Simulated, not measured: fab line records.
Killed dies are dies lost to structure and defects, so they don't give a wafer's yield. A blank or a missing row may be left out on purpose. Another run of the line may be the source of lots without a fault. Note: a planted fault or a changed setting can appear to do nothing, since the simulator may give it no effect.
Check of tool commonality ; flow sky130 ; 14 lots and 42 wafers in the sample

REASON IT WAS OPENED
At SKY_SONOS_TUNNEL_CD_MEAS_07 the reading cd_nm is flagged on 2 of 14 lots. No-fault wafers: 409.7 nm, standard deviation 3.
Rule: a lot is flagged when every wafer of it that has a number lies more than 4 standard deviations from that mean, or none has a number. The rest of the lots are taken to be sound.

lot;measured;on;cd_nm (nm), wafer by wafer;flag
L373;day 11 16:26;cd_sem-01;411.5 413.7 413.1;
L374;day 12 00:17;cd_sem-02;407.5 407.2 406.4;
L375;day 12 02:27;cd_sem-01;409.0 407.6 407.1;
L376;day 12 08:03;cd_sem-01;408.4 407.7 406.5;
L378;day 13 04:41;cd_sem-02;415.3 413.4 412.3;
L380;day 13 14:41;cd_sem-01;412.1 410.3 410.4;
L383;day 14 16:39;cd_sem-01;410.1 408.8 409.5;
L384;day 14 23:31;cd_sem-01;412.2 410.1 409.4;
L385;day 15 08:26;cd_sem-01;405.0 404.4 406.7;
L388;day 16 06:32;cd_sem-01;416.3 414.4 416.1;
L392;day 17 15:10;cd_sem-02;426.4 427.8 429.5;FLAGGED
L394;day 18 07:59;cd_sem-01;423.4 425.4 424.5;FLAGGED
L395;day 18 12:14;cd_sem-01;410.3 409.4 409.5;
L396;day 18 18:59;cd_sem-01;407.3 407.5 409.2;
The mean of the flagged lots' numbers is 426.2 nm, +16.5 nm from the usual (+5 standard deviations).

WHICH TOOL RAN EACH LOT
The record keeps 1 process step preceding the reading, out of 708 steps on the route. Cell contents, in order: the tool; ch with the chambers the sampled wafers went through; the start.
lot;flag;SKY_SONOS_TUNNEL_COAT_02
L373;;litho_track-04 ch 0, day 11 04:26
L374;;litho_track-01 ch 0, day 11 12:25
L375;;litho_track-04 ch 0, day 11 14:24
L376;;litho_track-02 ch 0, day 11 19:43
L378;;litho_track-04 ch 0, day 12 16:02
L380;;litho_track-04 ch 0, day 13 01:56
L383;;litho_track-01 ch 0, day 14 03:07
L384;;litho_track-01 ch 0, day 14 09:59
L385;;litho_track-04 ch 0, day 14 18:31
L388;;litho_track-04 ch 0, day 15 16:49
L392;FLAGGED;litho_track-04 ch 0, day 17 00:24
L394;FLAGGED;litho_track-04 ch 0, day 17 16:58
L395;;litho_track-02 ch 0, day 17 21:11
L396;;litho_track-01 ch 0, day 18 03:17
These steps, and what they do:
- SKY_SONOS_TUNNEL_COAT_02: resist thk 1140 nm.
- SKY_SONOS_TUNNEL_CD_MEAS_07: target cd 410 nm.

FLAGGED OVER TOTAL, TOOL BY TOOL (the gauges that took the reading come last)
step;tool;lots run;flagged;share of the flagged lots;sound lots run after its first flagged lot
SKY_SONOS_TUNNEL_COAT_02;litho_track-01;4;0;none;-
SKY_SONOS_TUNNEL_COAT_02;litho_track-02;2;0;none;-
SKY_SONOS_TUNNEL_COAT_02;litho_track-04;8;2;all;0
SKY_SONOS_TUNNEL_CD_MEAS_07;cd_sem-01;11;1;some;2 (L395,L396)
SKY_SONOS_TUNNEL_CD_MEAS_07;cd_sem-02;3;1;some;0

THE TABLE: WHAT IT ALLOWS
1 row of the table ran every flagged lot: litho_track-04 at SKY_SONOS_TUNNEL_COAT_02.
- litho_track-04 at SKY_SONOS_TUNNEL_COAT_02: 2 of its 8 lots flagged. A fault beginning between L388 (day 15 16:49), its last sound lot, and L392 (day 17 00:24), its first flagged one, fits the data.
Left over: one tool, litho_track-04 at SKY_SONOS_TUNNEL_COAT_02.

WHAT THE SIMULATOR HAD PUT IN
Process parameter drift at SKY_SONOS_TUNNEL_COAT_02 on litho_track-04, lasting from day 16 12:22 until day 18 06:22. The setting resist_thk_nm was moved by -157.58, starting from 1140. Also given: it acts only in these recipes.
Struck lots among those shown: L392, L394. The rule above reached the same finding.
